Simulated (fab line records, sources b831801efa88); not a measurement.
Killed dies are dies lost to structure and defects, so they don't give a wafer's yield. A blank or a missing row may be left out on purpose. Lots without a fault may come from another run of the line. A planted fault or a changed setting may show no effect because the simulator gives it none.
Which tool did it? | flow gf180mcu | 13 lots, 39 wafers sampled, at 1 step of a route of 602

WHAT THE GAUGES READ, wafer by wafer
GF_V2_BOW_MEAS_05.
lot  | measured     | on            | V2_BOW (um)
L456 | day 19 07:23 | film_metro-01 | 100 94 103
L457 | day 19 15:52 | film_metro-04 | 97 106 92
L462 | day 21 22:42 | film_metro-02 | 106 102 85
L464 | day 22 09:10 | film_metro-01 | 109 98 118
L465 | day 22 21:51 | film_metro-04 | 105 97 102
L466 | day 23 07:54 | film_metro-02 | 96 93 96
L467 | day 23 16:15 | film_metro-01 | 94 92 96
L468 | day 24 00:04 | film_metro-01 | 109 90 100
L469 | day 24 03:19 | film_metro-04 | 95 101 92
L470 | day 24 11:58 | film_metro-01 | 100 105 98
L474 | day 25 15:14 | film_metro-04 | 106 106 108
L477 | day 26 15:37 | film_metro-02 | 101 104 94
L478 | day 26 20:45 | film_metro-01 | 85 84 101

WHICH TOOL RAN EACH LOT (tool, then ch and the chambers of the sampled wafers, then the start)
The record holds no process step before these readings.

WHAT THE TOOLS THEMSELVES READ (means of the sampled wafers that have a number; where no wafer has one, the mark that the record gives instead)
The record holds no such reading with a usual standard deviation.

THE ANSWER, worked out from the rows above alone
Rule: what is usual is taken from the lots themselves. Put in order of their means at a reading, lots are off if they are a third of the lots or fewer, leave a main group of 4 or more, and stand apart from it by a gap of 3 or more times the standard deviation of the main group's means; of several such gaps the widest counts. A main group whose means are all the same, to the digits that the tables above print for the reading, isn't used. A lot without any number at a reading at which 4 lots or more have one is off too. The other lots that the step has rows for count as sound. The gauges are gone through in route order, then the tools' own readings, and for those a lot's mean is taken as printed above. The first step at which some lot is off is used, and at that step the reading that is off furthest; a lot without a number counts as furthest.
No lot is off at any reading shown: from this, nothing can be told.

WHAT THE SIMULATOR HAD PUT IN
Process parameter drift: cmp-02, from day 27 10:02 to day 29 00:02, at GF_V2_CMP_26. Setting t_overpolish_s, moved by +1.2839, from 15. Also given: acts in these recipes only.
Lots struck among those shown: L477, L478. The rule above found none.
